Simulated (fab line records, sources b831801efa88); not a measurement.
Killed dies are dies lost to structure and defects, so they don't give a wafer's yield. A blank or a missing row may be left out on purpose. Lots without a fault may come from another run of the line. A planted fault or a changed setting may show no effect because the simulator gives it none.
Which tool did it? | flow sky130 | 11 lots, 33 wafers sampled, at 6 steps of a route of 708

WHAT THE GAUGES READ, wafer by wafer
SKY_FIELD_ISO_THK_MEAS_25. Usual: FIELD_ISO_CVD_24_THK 600 nm, standard deviation 7.5.
lot  | measured    | on            | FIELD_ISO_CVD_24_THK (nm) | flag
L699 | day 2 09:09 | film_metro-04 | 603 612 594               |
L700 | day 2 14:22 | film_metro-02 | 593 598 597               |
L701 | day 2 18:26 | film_metro-04 | 593 589 588               |
L702 | day 3 02:51 | film_metro-04 | 598 601 592               |
L710 | day 4 16:26 | film_metro-02 | 597 597 599               |
L711 | day 4 22:16 | film_metro-02 | 595 604 594               |
L714 | day 5 11:46 | film_metro-02 | 592 600 594               |
L716 | day 6 03:47 | film_metro-03 | 607 597 614               |
L717 | day 6 10:49 | film_metro-04 | 589 588 593               |
L718 | day 6 12:01 | film_metro-03 | 600 603 616               |
L720 | day 6 21:47 | film_metro-02 | 604 607 607               |

SKY_PWDE_TW_MEAS_10. Usual: PWDE_TW 371, standard deviation 3.1.
lot  | measured    | on            | PWDE_TW                 | flag
L699 | day 3 22:35 | film_metro-04 | 369 369 369             |
L700 | day 4 04:01 | film_metro-02 | 376 375 378             |
L701 | day 4 08:36 | film_metro-02 | 377 377 378             |
L702 | day 4 21:02 | film_metro-01 | 367 365 366             |
L710 | day 6 09:35 | film_metro-04 | 399 399 399 397 398 400 | OFF
L711 | day 6 19:32 | film_metro-02 | 405 406 407 403 404 405 | OFF
L714 | day 7 06:02 | film_metro-01 | 370 369 369             |
L716 | day 7 23:32 | film_metro-04 | 372 370 372             |
L717 | day 8 06:46 | film_metro-04 | 373 373 373             |
L718 | day 8 10:29 | film_metro-04 | 374 375 374             |
L720 | day 8 23:10 | film_metro-04 | 373 374 373             |

SKY_NWELL_RS_MEAS_31: measures by four-point-probe. Usual: PWDE_RS 5274 ohm/sq, standard deviation 23.
lot  | measured     | on            | PWDE_RS (ohm/sq)              | flag
L699 | day 5 09:47  | film_metro-02 | 5294 5270 5285                |
L700 | day 5 15:49  | film_metro-04 | 5280 5276 5290                |
L701 | day 5 20:16  | film_metro-04 | 5245 5242 5239                |
L702 | day 6 10:25  | film_metro-01 | 5291 5286 5298                |
L710 | day 8 01:01  | film_metro-04 | 4356 4366 4351 4372 4361 4356 | OFF
L711 | day 8 11:31  | film_metro-01 | 4360 4345 4349 4370 4357 4354 | OFF
L714 | day 9 00:20  | film_metro-04 | 5285 5284 5280                |
L716 | day 9 19:17  | film_metro-04 | 5264 5273 5263                |
L717 | day 10 02:59 | film_metro-02 | 5269 5254 5254                |
L718 | day 10 06:37 | film_metro-04 | 5260 5234 5249                |
L720 | day 10 21:22 | film_metro-02 | 5289 5295 5266                |

SKY_VT_ADJUST_LVTN_OVL_MEAS_18. Usual: VT_ADJUST_LVTN_01_OVL -0.3 nm, standard deviation 1.2.
lot  | measured     | on         | VT_ADJUST_LVTN_01_OVL (nm) | flag
L699 | day 7 18:25  | overlay-01 | 1.5 -0.1 0.8               |
L700 | day 8 02:09  | overlay-02 | -1.8 -0.1 0.2              |
L701 | day 8 05:32  | overlay-02 | -1.2 -0.3 1.5              |
L702 | day 8 22:04  | overlay-01 | -0.5 -1.9 0.2              |
L710 | day 10 18:48 | overlay-02 | 1.4 -0.5 -1.4              |
L711 | day 11 06:54 | overlay-02 | -0.3 0.0 1.5               |
L714 | day 11 19:11 | overlay-01 | -0.4 -0.2 -1.1             |
L716 | day 12 16:52 | overlay-01 | 0.2 -0.5 -1.9              |
L717 | day 13 01:29 | overlay-01 | -1.1 0.0 -1.2              |
L718 | day 13 05:32 | overlay-02 | 1.3 -0.5 -0.6              |
L720 | day 13 20:15 | overlay-02 | 0.1 0.1 -0.1               |

WHICH TOOL RAN EACH LOT (tool, then ch and the chambers of the sampled wafers, then the start)
lot  | SKY_PWDE_IMPLANT_08            | SKY_PWDE_STRIP_09
L699 | implanter-03 ch 0, day 3 22:20 | plasma_asher-01 ch 0,1, day 3 22:28
L700 | implanter-03 ch 0, day 4 03:46 | plasma_asher-03 ch 0,1, day 4 03:55
L701 | implanter-04 ch 0, day 4 08:22 | plasma_asher-03 ch 0,1, day 4 08:29
L702 | implanter-04 ch 0, day 4 20:47 | plasma_asher-03 ch 0, day 4 20:55
L710 | implanter-04 ch 0, day 6 09:20 | plasma_asher-03 ch 1, day 6 09:29
L711 | implanter-04 ch 0, day 6 19:20 | plasma_asher-04 ch 0,1, day 6 19:27
L714 | implanter-03 ch 0, day 7 05:47 | plasma_asher-04 ch 0,1, day 7 05:56
L716 | implanter-01 ch 0, day 7 23:17 | plasma_asher-01 ch 0,1, day 7 23:25
L717 | implanter-03 ch 0, day 8 06:31 | plasma_asher-04 ch 0,1, day 8 06:40
L718 | implanter-01 ch 0, day 8 10:16 | plasma_asher-04 ch 0,1, day 8 10:24
L720 | implanter-03 ch 0, day 8 22:55 | plasma_asher-04 ch 0,1, day 8 23:04
- SKY_PWDE_IMPLANT_08
- SKY_PWDE_STRIP_09: strips in O2/N2.

WHAT THE TOOLS THEMSELVES READ (means of the sampled wafers that have a number; where no wafer has one, the mark that the record gives instead)
SKY_PWDE_IMPLANT_08. Usual: beam_on_s 10.00 s, standard deviation 0.2; end_station_pressure_torr 5e-06 Torr, standard deviation 2.7e-07; faraday_current_uA 20.3, standard deviation 0.4.
lot  | tool         | beam_on_s (s) | end_station_pressure_torr (Torr) | faraday_current_uA | flag
L699 | implanter-03 | 10.14         | 5e-06                            | 20.1               |
L700 | implanter-03 | 9.90          | 5e-06                            | 20.5               |
L701 | implanter-04 | 10.07         | 5e-06                            | 20.2               |
L702 | implanter-04 | 10.07         | 5e-06                            | 20.1               |
L710 | implanter-04 | 12.47         | 1e-04                            | 16.4               | OFF
L711 | implanter-04 | 13.08         | 1e-04                            | 15.7               | OFF
L714 | implanter-03 | 10.00         | 5e-06                            | 20.2               |
L716 | implanter-01 | 9.97          | 5e-06                            | 20.3               |
L717 | implanter-03 | 9.89          | 5e-06                            | 20.5               |
L718 | implanter-01 | 9.76          | 5e-06                            | 20.8               |
L720 | implanter-03 | 9.90          | 5e-06                            | 20.5               |

SKY_PWDE_STRIP_09. Usual: drypump_motor_current_A 5.7 A, standard deviation 0.58; oes_product_au 0.723 a.u., standard deviation 0.0046; strip_time_to_endpoint_s 36.94 s, standard deviation 0.11.
lot  | tool            | drypump_motor_current_A (A) | oes_product_au (a.u.) | strip_time_to_endpoint_s (s) | flag
L699 | plasma_asher-01 | 5.8                         | 0.722                 | 36.93                        |
L700 | plasma_asher-03 | 5.5                         | 0.722                 | 36.89                        |
L701 | plasma_asher-03 | 5.5                         | 0.721                 | 36.91                        |
L702 | plasma_asher-03 | 4.7                         | 0.721                 | 36.98                        |
L710 | plasma_asher-03 | 5.9                         | 0.721                 | 36.81                        |
L711 | plasma_asher-04 | 6.1                         | 0.723                 | 37.10                        |
L714 | plasma_asher-04 | 6.2                         | 0.722                 | 37.04                        |
L716 | plasma_asher-01 | 5.8                         | 0.722                 | 36.86                        |
L717 | plasma_asher-04 | 6.2                         | 0.721                 | 36.85                        |
L718 | plasma_asher-04 | 6.2                         | 0.725                 | 37.07                        |
L720 | plasma_asher-04 | 6.2                         | 0.722                 | 37.01                        |

THE ANSWER, worked out from the rows above alone
Rule: a lot is off if the mean of its wafers that have a number lies more than 3 standard deviations from the usual mean. A lot without any number at a reading at which 4 lots or more have one is off too. The other lots that the step has rows for count as sound. The gauges are gone through in route order, then the tools' own readings, and for those a lot's mean is taken as printed above. The first step at which some lot is off is used, and at that step the reading that is off furthest; a lot without a number counts as furthest.
Off: L710, L711, at SKY_PWDE_TW_MEAS_10 (PWDE_TW).
A tool fits if, at a process step before that reading, it ran every lot that is off, and no sound lot after the first of them. The gauges at SKY_PWDE_TW_MEAS_10 aren't tried: what is off there is off at SKY_PWDE_IMPLANT_08 too, on other tools, and a gauge's error can't cause that. One fits: implanter-04 at SKY_PWDE_IMPLANT_08. Its last sound lot is L702 (day 4 20:47), its first lot that is off L710 (day 6 09:20): a fault that began between those two fits.
The tool's own readings at SKY_PWDE_IMPLANT_08 bear it out: on the lots that are off they differ by more than 5 times the standard deviation of the sound lots' means. beam_on_s reads 12.78 s there against 9.97 s on the sound lots; end_station_pressure_torr reads 1e-04 Torr there against 5e-06 Torr on the sound lots; faraday_current_uA reads 16.0 there against 20.4 on the sound lots.

WHAT THE SIMULATOR HAD PUT IN
Process parameter drift: implanter-04, from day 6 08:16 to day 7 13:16, at SKY_PWDE_IMPLANT_08. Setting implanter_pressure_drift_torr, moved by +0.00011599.
Process parameter drift: implanter-04, from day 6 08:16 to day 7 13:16, at SKY_PWDE_IMPLANT_08. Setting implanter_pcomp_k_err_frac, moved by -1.
Lots struck among those shown: L710, L711. The rule above found the same.
